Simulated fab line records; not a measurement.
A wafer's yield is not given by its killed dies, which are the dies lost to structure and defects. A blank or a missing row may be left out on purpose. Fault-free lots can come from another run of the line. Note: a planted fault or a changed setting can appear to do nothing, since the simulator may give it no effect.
The same fault as seen by 2 desks :: flow sky130 :: numbers are kept per desk, each desk with only its own; the story behind them comes last

AT THE METROLOGY DESK
What the gauges read for every lot (on any tool): the sampled wafers with a number, averaged. A lot is out of limits, marked OUT, if its mean lies more than 4 standard deviations from the usual mean; the brackets give that distance.
Columns: A = METAL1_ALCU_RS at SKY_METAL1_RS_MEAS_05, usual 0.1261 ohm/sq; B = VIA1_BOW at SKY_VIA1_BOW_MEAS_03, usual 80 um; C = VIA1_W_RS at SKY_VIA1_RS_MEAS_22, usual 0.425 ohm/sq; D = VIA1_W_THK at SKY_VIA1_THK_MEAS_23, usual 268 nm
lot: L949
first seen here: day 31 14:19
A: 0.1272
B: 78
C: 0.425
D: 265

lot: L952
first seen here: day 32 10:54
A: 0.1283
B: 79
C: 0.429
D: 266

lot: L954
first seen here: day 33 10:20
A: 0.1264
B: 72
C: 0.417
D: 272

lot: L956
first seen here: day 34 06:59
A: 0.1283
B: 77
C: 0.430
D: 267

lot: L959
first seen here: day 34 21:54
A: 0.1262
B: 82
C: 0.430
D: 264

lot: L961
first seen here: day 35 11:08
A: 0.1265
B: 75
C: 0.927 (+68) OUT
D: 156 (-25) OUT

lot: L963
first seen here: day 36 04:34
A: 0.1242
B: 81
C: 0.943 (+70) OUT
D: 154 (-25) OUT

lot: L966
first seen here: day 37 07:13
A: 0.1231
B: 76
C: 0.431
D: 265

lot: L971
first seen here: day 38 14:31
A: 0.1271
B: 78
C: 0.423
D: 270

lot: L972
first seen here: day 39 11:26
A: 0.1269
B: 87
C: 0.428
D: 267
Per this desk, out of limits: L961, L963; the first was L961, day 37 17:50 (VIA1_W_RS at SKY_VIA1_RS_MEAS_22). In limits: L949, L952, L954, L956, L959, L966, L971, L972.

DESK OF THE TOOL OWNER: cvd_w-01
The tool's own readings at SKY_VIA1_CVD_21 (deposits W, target thk 270 nm, time 80.902 s): means of the sampled wafers that have a number, for each lot that ran on this tool. A lot is out of limits, marked OUT, if its mean lies more than 4 standard deviations from the usual mean; the brackets give that distance.
Columns: A = heater_power_w at SKY_VIA1_CVD_21, usual 870 W
lot: L949
first seen here: day 33 22:29
A: 849

lot: L954
first seen here: day 35 17:26
A: 897

lot: L956
first seen here: day 36 13:21
A: 908

lot: L959
first seen here: day 37 04:48
A: 848

lot: L961
first seen here: day 37 17:44
A: 888

lot: L963
first seen here: day 38 09:55
A: 890

lot: L972
first seen here: day 41 13:56
A: 867
This desk found nothing out of limits on any of the 7 lots.

PUT TOGETHER
On L961, L963, the metrology desk was in a position to raise an alarm at day 37 17:50.
The tool owner's desk saw nothing out of limits.
Tool owner's desk: L961, L963 on record, inside its limits.
The lots listed all ran SKY_VIA1_CVD_21 on cvd_w-01.

WHAT HAD BEEN PUT IN BY THE SIMULATOR
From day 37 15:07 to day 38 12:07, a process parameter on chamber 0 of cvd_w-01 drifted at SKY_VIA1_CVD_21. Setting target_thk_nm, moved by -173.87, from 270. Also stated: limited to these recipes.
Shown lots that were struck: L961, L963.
Per desk, hours elapsed from the start of the fault to the first reading out of limits: for the metrology desk, 3.
